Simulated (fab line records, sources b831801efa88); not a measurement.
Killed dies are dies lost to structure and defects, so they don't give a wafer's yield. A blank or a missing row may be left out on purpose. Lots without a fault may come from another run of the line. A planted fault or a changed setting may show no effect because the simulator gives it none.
Problem report in the 8D (eight disciplines) form, filled by code | flow gf180mcu | the parts of the form that need people (team, actions taken, sign-off) are left out

1. THE PROBLEM
heater_power_total_W at GF_V3_PEB_12 reads a mean of 87.51 W on 2 wafers of 2 lots; wafers without a fault read 85.69 W with a standard deviation of 0.089. That is +20 standard deviations from the usual mean.
The step: peb time 90 s.
First seen on wafer L177.6, day 26 08:04, on litho_track-03. The record holds 42 wafers of 14 lots with a number at this step. Rule for "out", or "out of limits": more than 4 standard deviations from the usual mean. The other wafers with a number count as sound.

2. WHAT IT IS AND WHAT IT IS NOT
question                    | is                   | is not
which readings at this step | heater_power_total_W | -
which lots                  | L177, L180           | L166, L167, L168, L169, L170, L171, L173, L182, L184, L185, L186, L187
which wafers of those lots  | L177.6, L180.3       | L177.2, L177.4, L180.2, L180.4
read on which tools         | litho_track-03       | litho_track-01, litho_track-04
when                        | from day 26 08:04    | up to then (23 sound wafers); but 17 sound wafers of L180, L182, L184, L185, L186, L187 came after

3. SUSPECTS, AND WHAT RULES EACH OUT
Counting: a tool at a process step up to the reading stays a suspect if it ran every lot that is out. Sound lots after the first of them don't rule it out here, since some wafers of a struck lot are sound.
- litho_track-03 at GF_V3_PEB_12 (peb time 90 s): kept. It ran every lot that is out, first L177 (day 26 08:04); its last sound lot up to then is L173 (day 26 01:12). Its own readings are out on those wafers: heater_power_total_W.
Left after counting: litho_track-03 at GF_V3_PEB_12.

4. THE CAUSE (what the simulator had put in)
Process parameter drift: litho_track-03, from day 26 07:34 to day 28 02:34, at GF_V3_PEB_12. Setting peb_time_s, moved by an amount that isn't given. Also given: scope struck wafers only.
Counting left only this tool.

5. THE CHAIN OF EFFECTS, in route order
Each row: a reading whose mean over the struck wafers that have a number lies more than 3 standard deviations from the usual. Only readings for which the record gives a usual standard deviation are gone through. hours: the time from each lot's start at the first step in this table that gives one to its start at this step, as a median over the lots. sigmas: the change in usual standard deviations.
hours | step                    | reading              | usual   | on struck wafers | change | sigmas
0     | GF_V3_PEB_12            | heater_power_total_W | 85.69 W | 87.51            | +1.82  | +20
142   | GF_PASSIVATION_PROBE_99 | defect_limited_yield | 90.4 %  | 85.6             | -4.8   | -3.4
142   | GF_PASSIVATION_PROBE_99 | killed_at_M0_to_M3   | 21      | 37               | +16    | +3.4
142   | GF_PASSIVATION_PROBE_99 | killed_dies          | 47      | 71               | +24    | +3.6
142   | GF_PASSIVATION_PROBE_99 | sort_bin_5_function  | 5.6 %   | 9.6              | +4.0   | +3.6
142   | GF_PASSIVATION_PROBE_99 | sort_n_pass          | 445     | 421              | -24    | -3.6
142   | GF_PASSIVATION_PROBE_99 | sort_yield_pct       | 90.4 %  | 85.6             | -4.8   | -3.4
The process steps in it:
- GF_V3_PEB_12: peb time 90 s.
- GF_PASSIVATION_PROBE_99

6. WHAT WOULD HAVE CAUGHT IT SOONER
In this record the first reading out of limits was taken at day 26 08:04, 1 hour after the fault began at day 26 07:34.
